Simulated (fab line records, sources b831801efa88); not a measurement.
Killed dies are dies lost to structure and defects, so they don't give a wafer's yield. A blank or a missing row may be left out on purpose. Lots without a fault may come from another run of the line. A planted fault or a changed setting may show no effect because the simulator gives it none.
A struck lot beside a sound one | flow sfq_line | 42 steps out of a route of 325
Sound: wafers L351.2, L351.5, L351.6. Struck: wafers L356.1, L356.4, L356.6. The cause comes at the end.
At each step with rows: each side's tool, then ch and its chambers, then its first start. Under that, the readings that differ: sound wafers | struck wafers | difference of the means | sigmas: that difference in standard deviations of wafers without a fault.
alike: readings whose means differ by less than 2 such deviations, and words and numbers that are the same on both sides. not compared: withheld readings, readings that some wafer has no value for, bounds like >300 that may hide the same value, and numbers for which the record gives no deviation and whose values overlap.
The two part at a step that has a row with sigmas, a row that says differs or no value, or rows on one side only. Numbers that don't overlap but have no deviation are shown without sigmas and don't part them. A reading that every wafer of one side lacks parts them only if that side has two wafers or more.

first, 6 steps without rows for these wafers: SFQ_TRILAYER_L0_VIA_LITHO_COAT_018 (resist thk 62 nm); SFQ_TRILAYER_L0_VIA_LITHO_COAT_013 (resist thk 650 nm); SFQ_TRILAYER_L0_VIA_LITHO_SOFTBAKE_017; SFQ_TRILAYER_L0_VIA_LITHO_EXPOSE_014 (exposes mask L0V, target cd 700 nm); SFQ_TRILAYER_L0_VIA_LITHO_PEB_016 (peb time 60 s); SFQ_TRILAYER_L0_VIA_LITHO_DEVELOP_015 (time 60 s).
SFQ_L0V_OVL_MEAS_903:
  sound on overlay-01, day 9 08:51; struck on overlay-01, day 10 10:27
  reading      | sound   | struck  | difference | sigmas
  L0V_OVL (nm) | 0 -1 -5 | 7 11 10 | +11        | +2
SFQ_TRILAYER_L0_VIA_BARC_OPEN_VIA_ETCH_021: etches BARC in O2, target depth 125 nm, time 41.7 s.
  sound on rie_diel-03 ch 0,1, day 9 08:53; struck on rie_diel-04 ch 0,1,2, day 10 10:29
  alike: drypump_motor_current_A, oes_product_au
  not compared: rf_hours_counter_h
then, 4 steps without rows for these wafers: SFQ_TRILAYER_L0_VIA_ETCH_VIA_ETCH_016 (etches SiO2 in CHF3, stops on MoNx KI, target depth 80 nm); SFQ_TRILAYER_L0_VIA_STRIP_STRIP_017 (strips in O2); SFQ_TRILAYER_L0_VIA_STRIP_SOLV_CLEAN_018 (cleans in NMP, time 600 s); SFQ_TRILAYER_M0_DEP_PRE_CLEAN_020 (time 15 s).
SFQ_TRILAYER_M0_DEP_SPUTTER_019: material Nb, target thk 200 nm, time 133.3 s.
  sound on pvd_sputter-06, day 9 10:22; struck on pvd_sputter-04, day 10 11:59
  reading                                             | sound                | struck               | difference | sigmas
  cathode_dc_power_W (W)                              | 1999.2 2000.5 2000.1 | 2325.8 2326.1 2326.1 | +326.1     | +99 or more
  model.Nb_of_TRILAYER_M0_DEP_SPUTTER_019.thk_nm (nm) | 202.3 199.4 203.5    | 231 231.2 230        | +29        |
  alike: throttle_valve_pct
SFQ_M0_RS_MEAS_904: measures by four-point-probe.
  sound on film_metro-03, day 9 10:29; struck on film_metro-03, day 10 12:04
  reading           | sound             | struck            | difference | sigmas
  M0_NB_RS (ohm/sq) | 0.878 0.892 0.874 | 0.769 0.767 0.772 | -0.112     | -9
then, 6 steps without rows for these wafers: SFQ_TRILAYER_M0_LITHO_COAT_026 (resist thk 62 nm); SFQ_TRILAYER_M0_LITHO_COAT_021 (resist thk 600 nm); SFQ_TRILAYER_M0_LITHO_SOFTBAKE_025; SFQ_TRILAYER_M0_LITHO_EXPOSE_022 (exposes mask M0, target cd 500 nm); SFQ_TRILAYER_M0_LITHO_PEB_024 (peb time 60 s); SFQ_TRILAYER_M0_LITHO_DEVELOP_023 (time 60 s).
-- the record jumps here: 5 days lie between the struck wafers' starts before and after --
SFQ_M0_OVL_MEAS_906:
  sound on overlay-01, day 14 05:31; struck on overlay-01, day 15 14:50
  reading     | sound  | struck    | difference | sigmas
  M0_OVL (nm) | 1 11 1 | -9 -8 -11 | -14        | -2
then, 1 step without rows for these wafers: SFQ_TRILAYER_M0_BARC_OPEN_METAL_ETCH_031 (etches BARC in O2, target depth 125 nm, time 41.7 s).
SFQ_TRILAYER_M0_ETCH_METAL_ETCH_024: etches Nb in Cl2/Ar, stops on SiO2, target depth 240 nm, time 120 s.
  sound on rie_metal-02 ch 0,1, day 14 05:37; struck on rie_metal-03 ch 0,1, day 15 14:56
  reading               | sound             | struck            | difference | sigmas
  oes_product_au (a.u.) | 0.901 0.895 0.906 | 0.976 0.964 0.973 | +0.070     | +9
  alike: drypump_motor_current_A
  not compared: rf_hours_counter_h
then, 3 steps without rows for these wafers: SFQ_TRILAYER_M0_STRIP_STRIP_025 (strips in O2); SFQ_TRILAYER_M0_STRIP_SOLV_CLEAN_026 (cleans in NMP, time 600 s); SFQ_TRILAYER_I0_DEP_PECVD_027 (deposits SiO2 from SiH4/N2O, time 111.11 s, target thk 500 nm).
SFQ_TRILAYER_I0_CMP_CMP_028: polishes SiO2.
  sound on cmp-02 ch 0,2,3, day 14 08:05; struck on cmp-01 ch 0,3, day 15 16:32
  alike: motor_current_A, time_to_endpoint_s
SFQ_I0_BOW_MEAS_907:
  sound on film_metro-01, day 14 09:37; struck on film_metro-01, day 15 19:32
  alike: I0_BOW
SFQ_TRILAYER_I0_METRO_MEASURE_029:
  sound on film_metro-01, day 14 09:55; struck on film_metro-01, day 15 19:39
  alike: thk_nm
then, 6 steps without rows for these wafers: SFQ_TRILAYER_I0_VIA_LITHO_COAT_036 (resist thk 62 nm); SFQ_TRILAYER_I0_VIA_LITHO_COAT_031 (resist thk 650 nm); SFQ_TRILAYER_I0_VIA_LITHO_SOFTBAKE_035; SFQ_TRILAYER_I0_VIA_LITHO_EXPOSE_032 (exposes mask I0, target cd 500 nm); SFQ_TRILAYER_I0_VIA_LITHO_PEB_034 (peb time 60 s); SFQ_TRILAYER_I0_VIA_LITHO_DEVELOP_033 (time 60 s).
-- the record jumps here: 6 days lie between the struck wafers' starts before and after --
SFQ_I0_OVL_MEAS_908:
  sound on overlay-01, day 19 21:47; struck on overlay-01, day 21 19:29
  alike: I0_OVL
SFQ_TRILAYER_I0_VIA_BARC_OPEN_VIA_ETCH_046: etches BARC in O2, target depth 125 nm, time 41.7 s.
  sound on rie_diel-02 ch 0,2,3, day 19 21:49; struck on rie_diel-02 ch 0,3, day 21 19:32
  alike: drypump_motor_current_A, oes_product_au
  not compared: rf_hours_counter_h
SFQ_TRILAYER_I0_VIA_ETCH_VIA_ETCH_034: etches SiO2 in CHF3, stops on Nb, target depth 260 nm.
  sound on rie_diel-02 ch 0,2,3, day 19 21:52; struck on rie_diel-02 ch 0,3, day 21 19:34
  alike: drypump_motor_current_A, oes_product_au
then, 3 steps without rows for these wafers: SFQ_TRILAYER_I0_VIA_STRIP_STRIP_035 (strips in O2); SFQ_TRILAYER_I0_VIA_STRIP_SOLV_CLEAN_036 (cleans in NMP, time 600 s); SFQ_TRILAYER_M1_DEP_PRE_CLEAN_038 (time 22.5 s).
-- the record jumps here: 63 days lie between the struck wafers' starts before and after --
SFQ_M8_BOW_MEAS_951:
  sound on film_metro-01, day 81 14:49; struck on film_metro-04, day 84 23:26
  reading                 | sound                | struck               | difference | sigmas
  model.etest.m0.ohm_um   | 1.756 1.789 1.738    | 1.534 1.546 1.537    | -0.222     |
  model.etest.i0.link_ohm | 1.973 1.976 1.965    | 1.845 1.855 1.855    | -0.120     |
  model.etest.m0.ohm_sq   | 0.8784 0.8913 0.8731 | 0.7692 0.7687 0.7728 | -0.1107    |
  alike: M8_BOW

WHERE THEY PART
First at SFQ_L0V_OVL_MEAS_903; last, within this record, at SFQ_TRILAYER_M0_ETCH_METAL_ETCH_024. Later steps at which nothing parts them and some readings are alike: SFQ_TRILAYER_I0_CMP_CMP_028, SFQ_I0_BOW_MEAS_907, SFQ_TRILAYER_I0_METRO_MEASURE_029, SFQ_I0_OVL_MEAS_908, SFQ_TRILAYER_I0_VIA_BARC_OPEN_VIA_ETCH_046, SFQ_TRILAYER_I0_VIA_ETCH_VIA_ETCH_034, SFQ_M8_BOW_MEAS_951.

WHY: what the simulator had put in
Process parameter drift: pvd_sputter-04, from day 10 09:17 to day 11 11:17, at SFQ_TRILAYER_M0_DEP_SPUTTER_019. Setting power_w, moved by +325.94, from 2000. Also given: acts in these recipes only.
